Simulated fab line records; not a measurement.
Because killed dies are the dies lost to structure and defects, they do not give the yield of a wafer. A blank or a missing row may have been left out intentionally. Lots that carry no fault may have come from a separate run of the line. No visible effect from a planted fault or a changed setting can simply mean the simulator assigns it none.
Chamber matching || flow sky130 || SKY_LI_CONTACT_HDPCVD_00 on hdpcvd-01 has 3 sister chambers
The step deposits PSG, target thk 930 nm, time 155 s. 14 wafers are shown with their chamber, then 7 later ones without.

WAFERS, EACH WITH ITS CHAMBER
{"wafer": "L074.2", "chamber": 0, "pressure mtorr (mTorr)": 6.012}
{"wafer": "L074.3", "chamber": 2, "pressure mtorr (mTorr)": 6.004}
{"wafer": "L074.4", "chamber": 0, "pressure mtorr (mTorr)": 6.000}
{"wafer": "L077.1", "chamber": 0, "pressure mtorr (mTorr)": 6.004}
{"wafer": "L077.2", "chamber": 2, "pressure mtorr (mTorr)": 5.990}
{"wafer": "L077.3", "chamber": 1, "pressure mtorr (mTorr)": 6.010}
{"wafer": "L077.4", "chamber": 0, "pressure mtorr (mTorr)": 6.005}
{"wafer": "L077.5", "chamber": 1, "pressure mtorr (mTorr)": 6.004}
{"wafer": "L077.6", "chamber": 2, "pressure mtorr (mTorr)": 6.020}
{"wafer": "L079.1", "chamber": 1, "pressure mtorr (mTorr)": 5.988}
{"wafer": "L079.5", "chamber": 0, "pressure mtorr (mTorr)": 5.994}
{"wafer": "L079.6", "chamber": 1, "pressure mtorr (mTorr)": 5.981}
{"wafer": "L083.4", "chamber": 2, "pressure mtorr (mTorr)": 5.989}
{"wafer": "L083.5", "chamber": 1, "pressure mtorr (mTorr)": 6.007}

SIGNATURES, as means of the wafers listed above
{"reading": "pressure mtorr", "chamber 0": 6.00300, "chamber 1": 5.99800, "chamber 2": 6.00075, "scatter within a chamber": 0.0115}
Rule: a wafer lies at a distance from a chamber equal to the root of the sum of squares, over the readings, of (its reading less the chamber's mean, divided by the reading's scatter). If the next closest chamber is less than 2 further off than the closest, the wafer can't be placed; otherwise it belongs to the closest. How the scatter is found: for the shown wafers, subtract from each reading the mean of its chamber, square and add these, divide the total by (wafers less chambers), then take the root.

WAFERS WITHOUT THEIR CHAMBER
{"wafer": "L083.6", "pressure mtorr (mTorr)": 6.011}
{"wafer": "L086.1", "pressure mtorr (mTorr)": 5.979}
{"wafer": "L086.2", "pressure mtorr (mTorr)": 6.024}
{"wafer": "L086.4", "pressure mtorr (mTorr)": 6.018}
{"wafer": "L097.1", "pressure mtorr (mTorr)": 5.985}
{"wafer": "L097.5", "pressure mtorr (mTorr)": 5.998}
{"wafer": "L097.6", "pressure mtorr (mTorr)": 6.005}

CHAMBER TAKEN BY EACH
{"wafer": "L083.6", "from the rows above": "can't be placed: 0 or 2 or 1", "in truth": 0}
{"wafer": "L086.1", "from the rows above": "can't be placed: 1 or 2 or 0", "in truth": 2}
{"wafer": "L086.2", "from the rows above": "can't be placed: 0 or 2 or 1", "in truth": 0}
{"wafer": "L086.4", "from the rows above": "can't be placed: 0 or 2 or 1", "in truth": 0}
{"wafer": "L097.1", "from the rows above": "can't be placed: 1 or 2 or 0", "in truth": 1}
{"wafer": "L097.5", "from the rows above": "can't be placed: 1 or 2 or 0", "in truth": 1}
{"wafer": "L097.6", "from the rows above": "can't be placed: 0 or 2 or 1", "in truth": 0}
Correct placement for 0 of the 7. From these rows, 7 cannot be placed; in 7 the true chamber is one of the candidates. 0 placed wrongly.
